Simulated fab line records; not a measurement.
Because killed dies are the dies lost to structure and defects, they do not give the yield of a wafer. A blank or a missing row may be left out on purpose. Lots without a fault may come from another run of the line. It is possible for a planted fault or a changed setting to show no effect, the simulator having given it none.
fab line records ; flow sfq_line
[record] lots = 6; wafers = 18; last_day = 93
route steps=325 shown M6@251 I6@266 M7@281 M8@325
lots that met no fault: from a run of the same line without faults
start_h: hours from the record's first day to the start of the lot's first wafer shown ; wait_h: how many hours have passed since the lot's step before this one ; " as in the row above ; L1.1+2: a single row standing in for several wafers ; - no value present, or no start provided ; * or withheld: withheld ; < > ~ a bound
route shown NAME@n: names a module that has steps shown in the file, with the first one's number in the route ; usual: mean/standard deviation of fault-free wafers ; same: alike in all rows ; chamber/n: place in a boat ; sites: per-site readings ; _std_site: their standard deviation ; _edge_site: the outer-site mean with the inner-site mean subtracted ; radius_mm: for every site, how far away it sits from the centre of the wafer ; mask NAME#n: copy n ; behind: the tool/chamber that last shaped the wafer ; hold: cause of the lot's hold/its duration in hours/its outcome ; device: which transistor (n, p or np) failed to switch ; end of line: the same wafers' tests at the end of the route ; where a step has no rows: the recipe by itself ; killed: not the wafer's yield, but the dies lost to structure and defects at the first sort ; map: per-die view of a wafer (x killed, . not killed, _ where there is no die)
set.NAME: the setting the step ran with; set.NAME@STEP: the setting that earlier step ran with ; model.NAME: the simulator's own value behind a step, which no gauge read
certain route steps with their lots: each step a table, each wafer a row
services: the hour from which a tool's chamber was out of use, counted from the record's first day as start_h (under 0 if before that day), plus the number of hours and why
[[steps]]
[step SFQ_TRILAYER_M6_DEP_PRE_CLEAN_158]
[recipe] gas = Ar; time_s = 22.5; bias_v = 250
[step SFQ_TRILAYER_M6_DEP_SPUTTER_157]
[recipe] material = Nb; base_pressure_pa = 1.33e-06; chamber_pressure_pa = 0.1333; substrate_temp_c = 20; target_thk_nm = 200; power_w = 2000; time_s = 133.3
[step SFQ_M6_RS_MEAS_938]
[recipe] thk_meas_gauge = four-point-probe; reads = Nb_of_TRILAYER_M6_DEP_SPUTTER_157
[usual] M6_NB_RS = 0.896/0.0086
lot.wafer;tool;chamber;start_h;wait_h;M6_NB_RS[ohm/sq]
L959.1;film_metro-03;-;1611.26;0.0;0.913
L959.4;film_metro-03;-;1611.26;0.0;0.910
L959.5;film_metro-03;-;1611.26;0.0;0.918
L967.1;film_metro-03;-;1788.78;0.0;0.897
L967.4;film_metro-03;-;1788.78;0.0;0.885
L967.6;film_metro-03;-;1788.78;0.0;0.900
L968.1;film_metro-02;-;1791.18;0.0;0.902
L968.2;film_metro-02;-;1791.18;0.0;0.893
L968.6;film_metro-02;-;1791.18;0.0;0.892
L971.2;film_metro-02;-;1802.60;0.1;0.899
L971.5;film_metro-02;-;1802.60;0.1;0.900
L971.6;film_metro-02;-;1802.60;0.1;0.912
L979.2;film_metro-02;-;1865.90;0.1;0.875
L979.4;film_metro-02;-;1865.90;0.1;0.874
L979.5;film_metro-02;-;1865.90;0.1;0.870
L980.2;film_metro-04;-;1866.90;0.1;0.898
L980.5;film_metro-04;-;1866.90;0.1;0.904
L980.6;film_metro-04;-;1866.90;0.1;0.898
[step SFQ_TRILAYER_M6_LITHO_COAT_164]
[recipe] resist = BARC; spin_rpm = 3000; resist_thk_nm = 62
[step SFQ_TRILAYER_M6_LITHO_COAT_159]
[recipe] resist = KrF; spin_rpm = 3000; resist_thk_nm = 600
[step SFQ_TRILAYER_M6_LITHO_SOFTBAKE_163]
[recipe] temp_c = withheld; time_s = withheld; resist = KrF
[step SFQ_TRILAYER_M6_LITHO_EXPOSE_160]
[recipe] mask_id = M6; na = 0.6; source_shape = conventional; sigma_outer = 0.65; target_cd_nm = 500; dose_mj = 14.4
[step SFQ_TRILAYER_M6_LITHO_PEB_162]
[recipe] peb_temp_c = 115; peb_time_s = 60; resist = KrF
[step SFQ_TRILAYER_M6_LITHO_DEVELOP_161]
[recipe] time_s = 60; resist = KrF
[step SFQ_M6_OVL_MEAS_940]
[usual] M6_OVL = 4/5.7
lot.wafer;tool;chamber;start_h;wait_h;M6_OVL[nm]
L959.1;overlay-01;-;1709.52;0.1;7
L959.4;overlay-01;-;1709.52;0.1;6
L959.5;overlay-01;-;1709.52;0.1;-1
L967.1;overlay-01;-;1845.17;0.1;1
L967.4;overlay-01;-;1845.17;0.1;5
L967.6;overlay-01;-;1845.17;0.1;3
L968.1;overlay-01;-;1846.37;0.1;8
L968.2;overlay-01;-;1846.37;0.1;3
L968.6;overlay-01;-;1846.37;0.1;10
L971.2;overlay-01;-;1849.98;0.1;8
L971.5;overlay-01;-;1849.98;0.1;9
L971.6;overlay-01;-;1849.98;0.1;15
L979.2;overlay-02;-;1947.19;0.1;1
L979.4;overlay-02;-;1947.19;0.1;-1
L979.5;overlay-02;-;1947.19;0.1;2
L980.2;overlay-02;-;1948.39;0.1;5
L980.5;overlay-02;-;1948.39;0.1;12
L980.6;overlay-02;-;1948.39;0.1;6
[step SFQ_TRILAYER_M6_BARC_OPEN_METAL_ETCH_206]
[recipe] mask_material = PR; chemistry = O2; target_depth_nm = 125; target = BARC; icp_w = 600; bias_w = 80; pressure_mtorr = 10; time_s = 41.7
[step SFQ_TRILAYER_M6_ETCH_METAL_ETCH_162]
[recipe] target = Nb; stop_on = SiO2; mask_material = PR; chemistry = Cl2/Ar; target_depth_nm = 240; icp_w = 600; bias_w = 80; pressure_mtorr = 10; time_s = 120
[usual] drypump_motor_current_A = 6.2/0.41; oes_product_au = 0.891/0.0065
lot.wafer;tool;chamber;start_h;wait_h;drypump_motor_current_A;oes_product_au;rf_hours_counter_h;model.KrF_of_TRILAYER_M6_LITHO_COAT_159.thk_nm;model.M6.feature_depth_nm;model.etch.depth_nm
L959.1;rie_metal-01;0;1709.62;0.0;5.7;0.881;86;383.4;195.5;195.5
L959.4;rie_metal-01;1;1709.62;0.0;5.9;0.887;-;379.7;195.8;195.8
L959.5;rie_metal-01;0;1709.62;0.0;5.7;0.875;-;383.4;193.8;193.8
L967.1;rie_metal-02;1;1845.27;0.0;6.8;0.824;108;419.9;172.1;172.1
L967.4;rie_metal-02;1;1845.27;0.0;6.8;0.900;-;377.7;201.2;201.2
L967.6;rie_metal-02;0;1845.27;0.0;6.4;0.821;-;421.6;169.2;169.2
L968.1;rie_metal-02;0;1846.47;0.0;6.4;0.822;47;425.1;169.4;169.4
L968.2;rie_metal-02;1;1846.47;0.0;6.8;0.891;109;380.8;199.2;199.2
L968.6;rie_metal-02;0;1846.47;0.0;6.4;0.812;-;424.5;168.8;168.8
L971.2;rie_metal-01;1;1850.07;0.0;5.9;0.880;46;383.6;197.9;197.9
L971.5;rie_metal-01;0;1850.07;0.0;5.8;0.897;-;382.9;197.4;197.4
L971.6;rie_metal-01;1;1850.07;0.0;5.9;0.885;-;382.6;195.1;195.1
L979.2;rie_metal-04;0;1947.28;0.0;5.6;0.904;76;380.4;203.2;203.2
L979.4;rie_metal-04;0;1947.28;0.0;5.6;0.906;-;381.5;203.5;203.5
L979.5;rie_metal-04;0;1947.28;0.0;5.6;0.900;-;379;204.7;204.7
L980.2;rie_metal-02;1;1948.48;0.0;6.8;0.892;127;381.6;198.5;198.5
L980.5;rie_metal-02;1;1948.48;0.0;6.8;0.882;-;381.4;197.2;197.2
L980.6;rie_metal-02;0;1948.48;0.0;6.4;0.885;-;387.4;198.3;198.3
[step SFQ_TRILAYER_M6_STRIP_STRIP_163]
[recipe] gas = O2; power_w = 200; platen_temp_c = 40; overash_fraction = 0.65; chemistry = O2; pressure_mtorr = 50
[step SFQ_TRILAYER_M6_STRIP_SOLV_CLEAN_164]
[recipe] chemistry = NMP; temp_c = 70; time_s = 600
[step SFQ_TRILAYER_I6_DEP_PECVD_165]
[recipe] material = SiO2; temp_c = 150; time_s = 111.11; pressure_torr = 2.4; rf_w = 183.3; precursor = SiH4/N2O; target_thk_nm = 500
[usual] heater_power_w = 86/12; throttle_valve_pct = 23.9/0.82
lot.wafer;tool;chamber;start_h;wait_h;heater_power_w;throttle_valve_pct
L959.1;pecvd-03;2;1710.52;0.0;79;24.0
L959.4;pecvd-03;0;1710.52;0.0;112;25.1
L959.5;pecvd-03;1;1710.52;0.0;73;22.8
L967.1;pecvd-02;1;1846.17;0.0;72;24.0
L967.4;pecvd-02;2;1846.17;0.0;78;22.6
L967.6;pecvd-02;1;1846.17;0.0;75;23.8
L968.1;pecvd-01;1;1847.37;0.0;85;23.5
L968.2;pecvd-01;2;1847.37;0.0;84;23.6
L968.6;pecvd-01;2;1847.37;0.0;85;23.6
L971.2;pecvd-03;2;1850.97;0.0;71;24.2
L971.5;pecvd-03;0;1850.97;0.0;103;25.6
L971.6;pecvd-03;2;1850.97;0.0;75;24.1
L979.2;pecvd-02;1;1948.18;0.0;64;24.4
L979.4;pecvd-02;0;1948.18;0.0;101;24.2
L979.5;pecvd-02;2;1948.18;0.0;66;22.8
L980.2;pecvd-01;0;1949.38;0.0;87;24.7
L980.5;pecvd-01;0;1949.38;0.0;73;25.1
L980.6;pecvd-01;2;1949.38;0.0;76;24.1
[step SFQ_TRILAYER_I6_CMP_CMP_166]
[recipe] material = SiO2; down_force_psi = 3; platen_rpm = 60; pad_velocity_m_s = 0.94248
[step SFQ_I6_BOW_MEAS_941]
[recipe] mode = bow
[usual] I6_BOW = 6/12
lot.wafer;tool;chamber;start_h;wait_h;I6_BOW[um]
L959.1;film_metro-03;-;1713.59;1.5;5
L959.4;film_metro-03;-;1713.59;1.5;19
L959.5;film_metro-03;-;1713.59;1.5;19
L967.1;film_metro-04;-;1859.55;1.5;16
L967.4;film_metro-04;-;1859.55;1.5;6
L967.6;film_metro-04;-;1859.55;1.5;19
L968.1;film_metro-01;-;1862.55;2.5;14
L968.2;film_metro-01;-;1862.55;2.5;38
L968.6;film_metro-01;-;1862.55;2.5;21
L971.2;film_metro-01;-;1868.86;1.0;16
L971.5;film_metro-01;-;1868.86;1.0;12
L971.6;film_metro-01;-;1868.86;1.0;-5
L979.2;film_metro-01;-;1954.43;2.0;-9
L979.4;film_metro-01;-;1954.43;2.0;-13
L979.5;film_metro-01;-;1954.43;2.0;-18
L980.2;film_metro-04;-;1954.68;2.5;15
L980.5;film_metro-04;-;1954.68;2.5;30
L980.6;film_metro-04;-;1954.68;2.5;20
[step SFQ_TRILAYER_I6_METRO_MEASURE_167]
[usual] thk_nm = 199.7/0.93
lot.wafer;tool;chamber;start_h;wait_h;thk_nm
L959.1;film_metro-03;-;1713.71;0.1;199.7
L959.4;film_metro-03;-;1713.71;0.1;199.5
L959.5;film_metro-03;-;1713.71;0.1;200.3
L967.1;film_metro-04;-;1859.67;0.1;200.5
L967.4;film_metro-04;-;1859.67;0.1;199.6
L967.6;film_metro-04;-;1859.67;0.1;198.7
L968.1;film_metro-01;-;1862.67;0.1;199.9
L968.2;film_metro-01;-;1862.67;0.1;200.3
L968.6;film_metro-01;-;1862.67;0.1;199.7
L971.2;film_metro-01;-;1869.16;0.3;199.5
L971.5;film_metro-01;-;1869.16;0.3;201.2
L971.6;film_metro-01;-;1869.16;0.3;199.0
L979.2;film_metro-01;-;1954.73;0.3;198.7
L979.4;film_metro-01;-;1954.73;0.3;198.2
L979.5;film_metro-01;-;1954.73;0.3;198.3
L980.2;film_metro-04;-;1954.98;0.3;200.0
L980.5;film_metro-04;-;1954.98;0.3;199.3
L980.6;film_metro-04;-;1954.98;0.3;200.6
[step SFQ_TRILAYER_I6_VIA_LITHO_COAT_174]
[recipe] resist = BARC; spin_rpm = 3000; resist_thk_nm = 62
[step SFQ_TRILAYER_I6_VIA_LITHO_COAT_169]
[recipe] resist = KrF; spin_rpm = 3000; resist_thk_nm = 650
[step SFQ_TRILAYER_I6_VIA_LITHO_SOFTBAKE_173]
[recipe] temp_c = withheld; time_s = withheld; resist = KrF
[step SFQ_TRILAYER_I6_VIA_LITHO_EXPOSE_170]
[recipe] mask_id = I6; na = 0.6; source_shape = conventional; sigma_outer = 0.65; target_cd_nm = 700; dose_mj = 21.3
[step SFQ_TRILAYER_I6_VIA_LITHO_PEB_172]
[recipe] peb_temp_c = 115; peb_time_s = 60; resist = KrF
[step SFQ_TRILAYER_I6_VIA_LITHO_DEVELOP_171]
[recipe] time_s = 60; resist = KrF
[step SFQ_I6_OVL_MEAS_942]
[usual] I6_OVL = 0/5.1
lot.wafer;tool;chamber;start_h;wait_h;I6_OVL[nm]
L959.1;overlay-01;-;1821.36;0.1;6
L959.4;overlay-01;-;1821.36;0.1;-3
L959.5;overlay-01;-;1821.36;0.1;7
L967.1;overlay-02;-;1887.26;0.1;-5
L967.4;overlay-02;-;1887.26;0.1;0
L967.6;overlay-02;-;1887.26;0.1;-5
L968.1;overlay-02;-;1888.46;0.1;5
L968.2;overlay-02;-;1888.46;0.1;4
L968.6;overlay-02;-;1888.46;0.1;0
L971.2;overlay-02;-;1892.81;0.1;4
L971.5;overlay-02;-;1892.81;0.1;6
L971.6;overlay-02;-;1892.81;0.1;3
L979.2;overlay-01;-;1987.14;0.1;-4
L979.4;overlay-01;-;1987.14;0.1;4
L979.5;overlay-01;-;1987.14;0.1;3
L980.2;overlay-01;-;1988.34;0.1;-1
L980.5;overlay-01;-;1988.34;0.1;8
L980.6;overlay-01;-;1988.34;0.1;-1
[step SFQ_TRILAYER_I6_VIA_BARC_OPEN_VIA_ETCH_235]
[recipe] mask_material = PR; chemistry = O2; target_depth_nm = 125; target = BARC; source_w = 500; bias_w = 80; pressure_mtorr = 30; time_s = 41.7
[step SFQ_TRILAYER_I6_VIA_ETCH_VIA_ETCH_172]
[recipe] target = SiO2; stop_on = Nb; mask_material = PR; taper_deg = 20; chemistry = CHF3; target_depth_nm = 260; source_w = 500; bias_w = 80; pressure_mtorr = 30; time_s = withheld
[usual] drypump_motor_current_A = 5.8/0.42; oes_product_au = 0.854/0.005
lot.wafer;tool;chamber;start_h;wait_h;drypump_motor_current_A;oes_product_au
L959.1;rie_diel-04;2;1821.43;0.0;5.4;0.861
L959.4;rie_diel-04;3;1821.43;0.0;6.4;0.852
L959.5;rie_diel-04;0;1821.43;0.0;5.8;0.853
L967.1;rie_diel-02;0;1887.33;0.0;6.2;0.859
L967.4;rie_diel-02;1;1887.33;0.0;5.8;0.854
L967.6;rie_diel-02;1;1887.33;0.0;5.8;0.859
L968.1;rie_diel-04;1;1888.53;0.0;5.6;0.854
L968.2;rie_diel-04;2;1888.53;0.0;5.4;0.865
L968.6;rie_diel-04;2;1888.53;0.0;5.3;0.858
L971.2;rie_diel-03;3;1892.88;0.0;4.9;0.847
L971.5;rie_diel-03;2;1892.88;0.0;6.2;0.863
L971.6;rie_diel-03;1;1892.88;0.0;5.7;0.854
L979.2;rie_diel-02;2;1987.21;0.0;5.6;0.854
L979.4;rie_diel-02;1;1987.21;0.0;5.8;0.848
L979.5;rie_diel-02;2;1987.21;0.0;5.6;0.861
L980.2;rie_diel-03;3;1988.41;0.0;4.9;0.855
L980.5;rie_diel-03;1;1988.41;0.0;5.7;0.853
L980.6;rie_diel-03;0;1988.41;0.0;5.7;0.860
[step SFQ_TRILAYER_I6_VIA_STRIP_STRIP_173]
[recipe] gas = O2; power_w = 200; platen_temp_c = 40; overash_fraction = 0.65; chemistry = O2; pressure_mtorr = 50
[usual] drypump_motor_current_A = 6.0/0.43; oes_product_au = 1.000/0.0073; platen_temp_c = 40.01/0.11
lot.wafer;tool;chamber;start_h;wait_h;drypump_motor_current_A;oes_product_au;platen_temp_c;rf_hours_counter_h
L959.1;rie_metal-02;1;1821.55;-;6.8;1.005;39.82;102
L959.4;rie_metal-02;1;1821.55;-;6.8;1.003;39.95;-
L959.5;rie_metal-02;1;1821.55;-;6.8;0.997;39.90;-
L967.1;rie_metal-03;0;1887.45;-;5.5;0.985;39.73;20
L967.4;rie_metal-03;0;1887.45;-;5.5;0.998;39.80;-
L967.6;rie_metal-03;1;1887.45;-;6.3;0.984;40.07;-
L968.1;rie_metal-04;1;1888.65;-;6.3;1.002;39.94;29
L968.2;rie_metal-04;0;1888.65;-;5.7;0.999;39.88;67
L968.6;rie_metal-04;1;1888.65;-;6.3;0.998;39.99;-
L971.2;rie_metal-04;1;1893.00;-;6.2;1.008;39.88;30
L971.5;rie_metal-04;1;1893.00;-;6.2;1.002;39.79;-
L971.6;rie_metal-04;0;1893.00;-;5.7;1.015;39.92;-
L979.2;rie_metal-03;0;1987.52;-;5.5;0.990;40.17;-
L979.4;rie_metal-03;0;1987.52;-;5.4;0.991;40.19;-
L979.5;rie_metal-03;0;1987.52;-;5.4;0.990;40.10;-
L980.2;rie_metal-04;0;1988.52;-;5.6;1.012;40.05;84
L980.5;rie_metal-04;1;1988.52;-;6.2;1.015;40.07;-
L980.6;rie_metal-04;0;1988.52;-;5.7;1.003;40.04;-
[step SFQ_TRILAYER_I6_VIA_STRIP_SOLV_CLEAN_174]
[recipe] chemistry = NMP; temp_c = 70; time_s = 600
[step SFQ_TRILAYER_M7_DEP_PRE_CLEAN_176]
[recipe] gas = Ar; time_s = 22.5; bias_v = 250
[step SFQ_TRILAYER_M7_DEP_SPUTTER_175]
[recipe] material = Nb; base_pressure_pa = 1.33e-06; chamber_pressure_pa = 0.1333; substrate_temp_c = 20; target_thk_nm = 200; power_w = 2000; time_s = 133.3
[step SFQ_M7_RS_MEAS_943]
[recipe] thk_meas_gauge = four-point-probe; reads = Nb_of_TRILAYER_M7_DEP_SPUTTER_175
[usual] M7_NB_RS = 0.886/0.0083
lot.wafer;tool;chamber;start_h;wait_h;M7_NB_RS[ohm/sq]
L959.1;film_metro-02;-;1823.06;0.0;0.893
L959.4;film_metro-02;-;1823.06;0.0;0.890
L959.5;film_metro-02;-;1823.06;0.0;0.887
L967.1;film_metro-02;-;1888.34;0.0;0.880
L967.4;film_metro-02;-;1888.34;0.0;0.879
L967.6;film_metro-02;-;1888.34;0.0;0.887
L968.1;film_metro-02;-;1889.92;0.0;0.882
L968.2;film_metro-02;-;1889.92;0.0;0.891
L968.6;film_metro-02;-;1889.92;0.0;0.890
L971.2;film_metro-04;-;1893.93;0.1;0.886
L971.5;film_metro-04;-;1893.93;0.1;0.894
L971.6;film_metro-04;-;1893.93;0.1;0.892
L979.2;film_metro-01;-;1988.85;0.1;0.873
L979.4;film_metro-01;-;1988.85;0.1;0.873
L979.5;film_metro-01;-;1988.85;0.1;0.868
L980.2;film_metro-02;-;1989.44;0.1;0.872
L980.5;film_metro-02;-;1989.44;0.1;0.873
L980.6;film_metro-02;-;1989.44;0.1;0.871
[step SFQ_TRILAYER_M7_LITHO_COAT_182]
[recipe] resist = BARC; spin_rpm = 3000; resist_thk_nm = 62
[step SFQ_TRILAYER_M7_LITHO_COAT_177]
[recipe] resist = KrF; spin_rpm = 3000; resist_thk_nm = 600
[step SFQ_TRILAYER_M7_LITHO_SOFTBAKE_181]
[recipe] temp_c = withheld; time_s = withheld; resist = KrF
[step SFQ_TRILAYER_M7_LITHO_EXPOSE_178]
[recipe] mask_id = M7; na = 0.6; source_shape = conventional; sigma_outer = 0.65; target_cd_nm = 500; dose_mj = 14.4
[step SFQ_TRILAYER_M7_LITHO_PEB_180]
[recipe] peb_temp_c = 115; peb_time_s = 60; resist = KrF
[step SFQ_TRILAYER_M7_LITHO_DEVELOP_179]
[recipe] time_s = 60; resist = KrF
[step SFQ_M7_OVL_MEAS_945]
[usual] M7_OVL = -2/4.2
lot.wafer;tool;chamber;start_h;wait_h;M7_OVL[nm]
L959.1;overlay-01;-;1889.57;0.1;-4
L959.4;overlay-01;-;1889.57;0.1;-10
L959.5;overlay-01;-;1889.57;0.1;-6
L967.1;overlay-01;-;1981.36;0.1;-1
L967.4;overlay-01;-;1981.36;0.1;-6
L967.6;overlay-01;-;1981.36;0.1;-5
L968.1;overlay-01;-;1982.56;0.1;0
L968.2;overlay-01;-;1982.56;0.1;1
L968.6;overlay-01;-;1982.56;0.1;-5
L971.2;overlay-01;-;1987.37;0.1;-4
L971.5;overlay-01;-;1987.37;0.1;-5
L971.6;overlay-01;-;1987.37;0.1;3
L979.2;overlay-01;-;2068.56;0.1;-4
L979.4;overlay-01;-;2068.56;0.1;-7
L979.5;overlay-01;-;2068.56;0.1;0
L980.2;overlay-02;-;2070.76;0.1;-5
L980.5;overlay-02;-;2070.76;0.1;-8
L980.6;overlay-02;-;2070.76;0.1;0
[step SFQ_TRILAYER_M7_BARC_OPEN_METAL_ETCH_229]
[recipe] mask_material = PR; chemistry = O2; target_depth_nm = 125; target = BARC; icp_w = 600; bias_w = 80; pressure_mtorr = 10; time_s = 41.7
[usual] drypump_motor_current_A = 6.2/0.47; oes_product_au = 0.685/0.0048
lot.wafer;tool;chamber;start_h;wait_h;drypump_motor_current_A;oes_product_au;rf_hours_counter_h
L959.1;rie_metal-02;1;1889.61;0.0;6.8;0.684;117
L959.4;rie_metal-02;0;1889.61;0.0;6.4;0.692;-
L959.5;rie_metal-02;1;1889.61;0.0;6.8;0.694;-
L967.1;rie_metal-02;0;1981.40;0.0;6.4;0.685;71
L967.4;rie_metal-02;1;1981.40;0.0;6.8;0.685;-
L967.6;rie_metal-02;0;1981.40;0.0;6.4;0.677;-
L968.1;rie_metal-01;0;1982.60;0.0;5.8;0.689;130
L968.2;rie_metal-01;1;1982.60;0.0;5.9;0.695;69
L968.6;rie_metal-01;0;1982.60;0.0;5.7;0.678;-
L971.2;rie_metal-01;1;1987.40;0.0;6.0;0.685;70
L971.5;rie_metal-01;0;1987.40;0.0;5.8;0.685;-
L971.6;rie_metal-01;1;1987.40;0.0;5.9;0.685;-
L979.2;rie_metal-02;1;2068.59;0.0;6.8;0.690;1
L979.4;rie_metal-02;1;2068.59;0.0;6.8;0.683;-
L979.5;rie_metal-02;0;2068.59;0.0;6.4;0.673;-
L980.2;rie_metal-03;0;2070.79;0.0;5.4;0.690;56
L980.5;rie_metal-03;1;2070.79;0.0;6.3;0.680;-
L980.6;rie_metal-03;0;2070.79;0.0;5.4;0.685;-
[step SFQ_M8_BOW_MEAS_951]
[recipe] mode = bow
[usual] M8_BOW = 8/12
lot.wafer;tool;chamber;start_h;wait_h;M8_BOW[um];model.etest.m6.comb_log10_ohm
L959.1;film_metro-02;-;2091.83;0.0;8;12
L959.4;film_metro-02;-;2091.83;0.0;22;12
L959.5;film_metro-02;-;2091.83;0.0;23;12
L967.1;film_metro-03;-;2143.79;0.0;21;0
L967.4;film_metro-03;-;2143.79;0.0;11;12
L967.6;film_metro-03;-;2143.79;0.0;21;0
L968.1;film_metro-03;-;2146.19;0.0;20;0
L968.2;film_metro-03;-;2146.19;0.0;42;12
L968.6;film_metro-03;-;2146.19;0.0;25;0
L971.2;film_metro-02;-;2159.49;0.0;13;12
L971.5;film_metro-02;-;2159.49;0.0;9;12
L971.6;film_metro-02;-;2159.49;0.0;-8;12
L979.2;film_metro-02;-;2220.23;0.0;-8;12
L979.4;film_metro-02;-;2220.23;0.0;-14;12
L979.5;film_metro-02;-;2220.23;0.0;-17;12
L980.2;film_metro-02;-;2223.81;0.0;16;12
L980.5;film_metro-02;-;2223.81;0.0;31;12
L980.6;film_metro-02;-;2223.81;0.0;21;12
[[services]]
tool;chamber;start_h;hours;kind
pecvd-02;-;1686.25;14.0;pm
rie_metal-04;-;1694.71;14.6;pm
film_metro-04;-;1698.76;0.5;pm
pecvd-02;-;1698.82;0.4;repair
rie_diel-04;1;1704.26;5.3;repair
rie_metal-02;-;1719.87;0.2;repair
rie_metal-01;-;1751.89;2.8;pm
film_metro-01;-;1760.80;2.0;pm
rie_metal-03;-;1772.94;0.4;repair
rie_metal-03;0;1795.07;17.4;repair
film_metro-01;-;1801.34;0.3;pm
rie_metal-02;0;1816.86;16.9;repair
rie_metal-03;-;1822.11;0.4;repair
rie_metal-02;-;1832.20;5.5;repair
film_metro-01;-;1874.41;0.3;pm
rie_metal-02;-;1888.52;0.1;repair
rie_metal-01;-;1907.73;1.6;repair
rie_metal-04;-;1919.34;0.1;repair
rie_metal-04;1;1921.14;2.6;repair
film_metro-01;-;2005.80;0.9;pm
rie_metal-02;-;2045.49;2.8;repair
film_metro-01;-;2046.34;0.3;pm
film_metro-01;-;2049.40;6.3;repair
film_metro-01;-;2070.06;7.1;pm
[[key]]
[first_sign] step = SFQ_TRILAYER_M6_ETCH_METAL_ETCH_162; reading = oes_product_au; direction = down; sigmas = 11; usual = 0.891; struck = 0.820
effect none on later readings
[model_effect] step = SFQ_TRILAYER_M6_ETCH_METAL_ETCH_162; value = KrF_of_TRILAYER_M6_LITHO_COAT_159.thk_nm; without = 381.5; struck = 422.8
[model_effect] step = SFQ_M8_BOW_MEAS_951; value = etest.m6.comb_log10_ohm; without = 12; struck = 0
met_at SFQ_TRILAYER_M6_ETCH_METAL_ETCH_162
struck_wafers L967.1,L967.6,L968.1,L968.6
[fault] kind = process_parameter_drift; tool = rie_metal-02; chamber = -; onset_h = 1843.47; steps = SFQ_TRILAYER_M6_ETCH_METAL_ETCH_162; channel = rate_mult; offset = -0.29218; shape = step; end_h = 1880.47; scope = struck_wafers_only
